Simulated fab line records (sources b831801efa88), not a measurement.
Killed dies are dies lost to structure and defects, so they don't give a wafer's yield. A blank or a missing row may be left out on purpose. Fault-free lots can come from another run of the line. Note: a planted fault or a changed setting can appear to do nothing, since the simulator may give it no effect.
Matching of chambers || flow sky130 || SKY_VIA3_CMP_02 on cmp-01 has 4 sister chambers
The step polishes SiO2. 8 wafers are shown with their chamber, then 9 later ones without.

== EACH WAFER AND ITS CHAMBER ==
{"wafer": "L928.3", "chamber": 2, "slurry flow ml min": 149.5, "platen rpm (rpm)": 60.03}
{"wafer": "L928.4", "chamber": 3, "slurry flow ml min": 150.0, "platen rpm (rpm)": 60.05}
{"wafer": "L929.1", "chamber": 2, "slurry flow ml min": 149.4, "platen rpm (rpm)": 60.01}
{"wafer": "L932.1", "chamber": 3, "slurry flow ml min": 149.9, "platen rpm (rpm)": 60.01}
{"wafer": "L932.4", "chamber": 1, "slurry flow ml min": 150.1, "platen rpm (rpm)": 59.99}
{"wafer": "L934.1", "chamber": 0, "slurry flow ml min": 150.0, "platen rpm (rpm)": 59.99}
{"wafer": "L934.4", "chamber": 1, "slurry flow ml min": 150.1, "platen rpm (rpm)": 60.01}
{"wafer": "L934.6", "chamber": 0, "slurry flow ml min": 150.3, "platen rpm (rpm)": 59.96}

== WAFERS WHOSE CHAMBER IS MISSING ==
{"wafer": "L933.2", "slurry flow ml min": 150.2, "platen rpm (rpm)": 60.00}
{"wafer": "L933.5", "slurry flow ml min": 150.2, "platen rpm (rpm)": 60.01}
{"wafer": "L933.6", "slurry flow ml min": 149.4, "platen rpm (rpm)": 60.01}
{"wafer": "L935.3", "slurry flow ml min": 149.7, "platen rpm (rpm)": 60.03}
{"wafer": "L935.4", "slurry flow ml min": 149.7, "platen rpm (rpm)": 59.98}
{"wafer": "L935.6", "slurry flow ml min": 150.5, "platen rpm (rpm)": 60.01}
{"wafer": "L945.1", "slurry flow ml min": 150.2, "platen rpm (rpm)": 59.97}
{"wafer": "L945.3", "slurry flow ml min": 149.5, "platen rpm (rpm)": 59.96}
{"wafer": "L945.4", "slurry flow ml min": 149.8, "platen rpm (rpm)": 59.93}

== WHICH CHAMBER EACH ONE RAN IN ==
{"wafer": "L933.2", "from the rows above": "can't be placed: 1 or 0 or 3", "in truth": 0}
{"wafer": "L933.5", "from the rows above": "can't be placed: 1 or 0 or 3", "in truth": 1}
{"wafer": "L933.6", "from the rows above": 2, "in truth": 2}
{"wafer": "L935.3", "from the rows above": "can't be placed: 3 or 2 or 1", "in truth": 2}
{"wafer": "L935.4", "from the rows above": "can't be placed: 2 or 3 or 1 or 0", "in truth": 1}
{"wafer": "L935.6", "from the rows above": "can't be placed: 0 or 1 or 3", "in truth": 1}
{"wafer": "L945.1", "from the rows above": "can't be placed: 0 or 1", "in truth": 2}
{"wafer": "L945.3", "from the rows above": 2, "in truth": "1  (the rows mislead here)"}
{"wafer": "L945.4", "from the rows above": "can't be placed: 0 or 1 or 3 or 2", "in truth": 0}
Correctly placed: 1 of 9. Unplaceable from these rows: 7, with the true chamber sitting among the candidates in 6. Placed wrongly: 1.
How it was worked out, from the rows above alone: a wafer's distance from a chamber is the root of the sum, over the readings, of the square of ((its reading less the chamber's mean) divided by the reading's scatter). The wafer belongs to the nearest chamber; if the next one is less than 2 further off, it can't be placed. A chamber's mean is the mean of its shown wafers. The scatter: the root of (the sum of the squares of (reading less its chamber's mean) over the shown wafers, divided by (wafers less chambers)).
